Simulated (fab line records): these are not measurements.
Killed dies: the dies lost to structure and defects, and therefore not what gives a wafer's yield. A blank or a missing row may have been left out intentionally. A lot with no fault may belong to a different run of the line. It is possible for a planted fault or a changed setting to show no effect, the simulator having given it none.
Which tool did it? -- flow gf180mcu -- Sampling: 14 lots, 42 wafers, 5 of 602 route steps

## WHAT EACH GAUGE READ, for each wafer
The record holds no reading of a measuring or inspecting step that can be judged against a usual standard deviation.

## WHAT TOOL EACH LOT RAN ON (gives the tool, then ch and the chambers of the sampled wafers, and finally the start)
lot,GF_V5_CMP_04,GF_TOP_METAL_SPUTTER_00,GF_TOP_METAL_METAL_ETCH_16,GF_TOP_METAL_STRIP_17,GF_PASSIVATION_CVD_02
L706,"cmp-02 ch 0,2, day 26 10:13","pvdSputter-03, day 27 07:37","rieMetal-01 ch 0,1, day 28 03:53","plasmaAsher-04 ch 0,1, day 28 04:03","pecvd-04 ch 0,2, day 28 04:43"
L707,"cmp-01 ch 0,2,3, day 26 14:41","pvdSputter-03, day 27 12:47","rieMetal-02 ch 0,1, day 28 08:41","plasmaAsher-04 ch 0,1, day 28 08:51","pecvd-01 ch 1,2, day 28 09:31"
L708,"cmp-01 ch 2,3, day 27 01:39","pvdSputter-03, day 27 23:17","rieMetal-02 ch 0,1, day 28 18:25","plasmaAsher-01 ch 0,1, day 28 18:34","pecvd-04 ch 0,1, day 28 19:12"
L709,"cmp-02 ch 0,2,3, day 27 12:25","pvdSputter-03, day 28 10:11","rieMetal-03 ch 0,1, day 29 05:39","plasmaAsher-01 ch 0,1, day 29 05:50","pecvd-04 ch 0,1,2, day 29 06:30"
L711,"cmp-01 ch 0,2,3, day 28 00:49","pvdSputter-04, day 28 21:19","rieMetal-02 ch 0, day 29 17:00","plasmaAsher-03 ch 0,1, day 29 17:13","pecvd-01 ch 0,1,2, day 29 17:59"
L712,"cmp-01 ch 2,3, day 28 06:44","pvdSputter-02, day 29 03:38","rieMetal-03 ch 0,1, day 29 22:41","plasmaAsher-03 ch 0,1, day 29 22:50","pecvd-02 ch 1,2, day 29 23:28"
L714,"cmp-02 ch 0,1,3, day 28 23:16","pvdSputter-04, day 29 20:06","rieMetal-01 ch 0,1, day 30 14:51","plasmaAsher-01 ch 0,1, day 30 15:01","pecvd-02 ch 1,2, day 30 15:42"
L716,"cmp-02 ch 0,2, day 29 13:09","pvdSputter-03, day 30 09:27","rieMetal-03 ch 0,1, day 31 03:19","plasmaAsher-04 ch 0,1, day 31 03:30","pecvd-02 ch 0,2, day 31 04:10"
L715,"cmp-01 ch 2,3, day 29 14:39","pvdSputter-04, day 30 10:58","rieMetal-02 ch 0,1, day 31 05:00","plasmaAsher-04 ch 0,1, day 31 05:10","pecvd-01 ch 1,2, day 31 05:51"
L717,"cmp-02 ch 1,3, day 29 22:06","pvdSputter-03, day 30 18:20","rieMetal-01 ch 0,1, day 31 12:30","plasmaAsher-04 ch 0,1, day 31 12:40","pecvd-01 ch 2, day 31 13:21"
L719,"cmp-02 ch 0,1, day 30 06:37","pvdSputter-03, day 31 02:34","rieMetal-03 ch 0,1, day 31 20:23","plasmaAsher-01 ch 0,1, day 31 20:32","pecvd-02 ch 1,2, day 31 21:11"
L726,"cmp-02 ch 0,1,3, day 32 02:16","pvdSputter-03, day 32 19:55","rieMetal-03 ch 0,1, day 33 12:05","plasmaAsher-01 ch 0,1, day 33 12:14","pecvd-02 ch 0,1,2, day 33 12:52"
L728,"cmp-02 ch 1,2,3, day 32 12:37","pvdSputter-02, day 33 06:31","rieMetal-02 ch 1, day 33 22:20","plasmaAsher-03 ch 0,1, day 33 22:38","pecvd-04 ch 0, day 33 23:20"
L729,"cmp-01 ch 0,2,3, day 32 21:46","pvdSputter-04, day 33 15:44","rieMetal-02 ch 1, day 34 06:54","plasmaAsher-04 ch 0,1, day 34 07:17","pecvd-04 ch 1, day 34 08:00"
- GF_V5_CMP_04: polishes SiO2.
- GF_TOP_METAL_SPUTTER_00: material Ti, target thk 37.5 nm, time 150 s.
- GF_TOP_METAL_METAL_ETCH_16: etches the open film in Cl2/BCl3, stops on SiO2, target depth 1077.5 nm, time 179.6 s.
- GF_TOP_METAL_STRIP_17: strips in O2/N2.
- GF_PASSIVATION_CVD_02: deposits Si3N4, target thk 700 nm, time 486.18 s.

## WHAT THE TOOLS THEMSELVES READ (means of the sampled wafers that have a number; where no wafer has one, the mark that the record gives instead)
GF_V5_CMP_04. Usual: motorCurrentA reads 12.2 A (standard deviation 0.98).
lot,tool,motorCurrentA (A),flag
L706,cmp-02,12.7,
L707,cmp-01,10.9,
L708,cmp-01,11.0,
L709,cmp-02,12.7,
L711,cmp-01,10.9,
L712,cmp-01,11.6,
L714,cmp-02,12.7,
L716,cmp-02,12.8,
L715,cmp-01,11.6,
L717,cmp-02,12.6,
L719,cmp-02,13.3,
L726,cmp-02,12.8,
L728,cmp-02,12.8,
L729,cmp-01,11.2,

GF_TOP_METAL_SPUTTER_00. Usual: substrateTempC 200.01 C, standard deviation 0.17; throttleValvePct 30.4 %, standard deviation 1.
lot,tool,substrateTempC (C),throttleValvePct (%),flag
L706,pvdSputter-03,200.06,30.1,
L707,pvdSputter-03,200.10,29.6,
L708,pvdSputter-03,200.02,30.1,
L709,pvdSputter-03,200.07,30.2,
L711,pvdSputter-04,199.97,30.1,
L712,pvdSputter-02,199.79,31.5,
L714,pvdSputter-04,199.98,30.3,
L716,pvdSputter-03,199.97,30.8,
L715,pvdSputter-04,199.98,29.8,
L717,pvdSputter-03,199.95,30.1,
L719,pvdSputter-03,199.90,29.3,
L726,pvdSputter-03,200.13,29.2,
L728,pvdSputter-02,200.05,30.9,
L729,pvdSputter-04,199.86,30.2,

GF_TOP_METAL_METAL_ETCH_16. Usual: drypumpMotorCurrentA 5.5 A, standard deviation 0.49; oesProductAu 0.964 a.u., standard deviation 0.0081; rfFwdPowerW 797.5 W, standard deviation 2.6; throttleValvePct 28.258 %, standard deviation 0.012.
lot,tool,drypumpMotorCurrentA (A),oesProductAu (a.u.),rfFwdPowerW (W),throttleValvePct (%),flag
L706,rieMetal-01,5.1,0.961,795.7,28.261,
L707,rieMetal-02,5.3,0.963,796.8,28.253,
L708,rieMetal-02,5.3,0.962,796.7,28.262,
L709,rieMetal-03,5.8,0.968,795.2,28.263,
L711,rieMetal-02,6.1,0.967,795.2,28.261,
L712,rieMetal-03,5.7,0.958,798.2,28.264,
L714,rieMetal-01,5.1,0.966,797.8,28.253,
L716,rieMetal-03,5.8,0.962,796.7,28.260,
L715,rieMetal-02,5.3,0.971,799.6,28.250,
L717,rieMetal-01,5.4,0.970,797.2,28.234,
L719,rieMetal-03,5.7,0.965,795.6,28.253,
L726,rieMetal-03,5.8,0.951,796.3,28.272,
L728,rieMetal-02,4.9,0.901,670.8,28.336,OFF
L729,rieMetal-02,4.9,0.893,672.2,28.331,OFF

GF_TOP_METAL_STRIP_17. Usual: drypumpMotorCurrentA 5.8 A, standard deviation 0.6; heaterPowerW 321 W, standard deviation 27; oesProductAu 0.710 a.u., standard deviation 0.0044; stripTimeToEndpointS 13.50 s, standard deviation 0.097.
lot,tool,drypumpMotorCurrentA (A),heaterPowerW (W),oesProductAu (a.u.),stripTimeToEndpointS (s),flag
L706,plasmaAsher-04,5.5,326,0.707,13.48,
L707,plasmaAsher-04,5.5,320,0.714,13.48,
L708,plasmaAsher-01,5.8,310,0.706,13.49,
L709,plasmaAsher-01,6.1,294,0.709,13.48,
L711,plasmaAsher-03,5.9,323,0.712,13.64,
L712,plasmaAsher-03,5.9,330,0.708,13.56,
L714,plasmaAsher-01,5.8,307,0.712,13.37,
L716,plasmaAsher-04,5.5,324,0.709,13.58,
L715,plasmaAsher-04,5.5,324,0.709,13.45,
L717,plasmaAsher-04,5.8,332,0.708,13.48,
L719,plasmaAsher-01,5.8,304,0.709,13.50,
L726,plasmaAsher-01,6.1,297,0.708,13.51,
L728,plasmaAsher-03,5.9,324,0.706,14.34,OFF
L729,plasmaAsher-04,5.5,326,0.710,14.28,OFF

GF_PASSIVATION_CVD_02. Usual: heaterPowerOuterW 400 W, standard deviation 77; heaterPowerW 656 W, standard deviation 98.
lot,tool,heaterPowerOuterW (W),heaterPowerW (W),flag
L706,pecvd-04,443,714,
L707,pecvd-01,436,683,
L708,pecvd-04,350,587,
L709,pecvd-04,367,622,
L711,pecvd-01,432,694,
L712,pecvd-02,343,568,
L714,pecvd-02,342,583,
L716,pecvd-02,344,580,
L715,pecvd-01,425,673,
L717,pecvd-01,530,796,
L719,pecvd-02,356,601,
L726,pecvd-02,352,596,
L728,pecvd-04,431,706,
L729,pecvd-04,317,543,

## THE ANSWER, worked out from the rows above alone
Rule: lot off if the mean of its wafers having a number is beyond 3 standard deviations from the usual mean. Also off: a lot with no number at a reading for which 4 or more lots have one. Where the step has rows for the other lots, those lots are counted as sound. First the gauges in route order, then the tools' own readings, where a lot's mean is used as printed above. At the first step where some lot is off, the reading lying furthest off is the one used; lots without a number count as furthest.
Off, at GF_TOP_METAL_METAL_ETCH_16 on rfFwdPowerW: L728, L729.
A tool fits if, at that step or a process step before it, it ran every lot that is off, and no sound lot after the first of them. One candidate fits, namely rieMetal-02 at GF_TOP_METAL_METAL_ETCH_16. Its last sound lot is L715 (day 31 05:00), its first lot that is off L728 (day 33 22:20): a fault that began between those two fits.
The tool's own readings at GF_TOP_METAL_METAL_ETCH_16 bear it out: on the lots that are off they differ by more than 5 times the standard deviation of the sound lots' means. oesProductAu reads 0.897 a.u. there against 0.964 a.u. on the sound lots; rfFwdPowerW reads 671.5 W there against 796.8 W on the sound lots; throttleValvePct reads 28.334 % there against 28.257 % on the sound lots.

## WHAT THE SIMULATOR HAD PUT IN
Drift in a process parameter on rieMetal-02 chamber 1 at GF_TOP_METAL_METAL_ETCH_16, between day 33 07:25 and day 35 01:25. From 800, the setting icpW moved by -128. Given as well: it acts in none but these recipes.
Struck lots among those shown: L728, L729. The rule above reached the same finding.
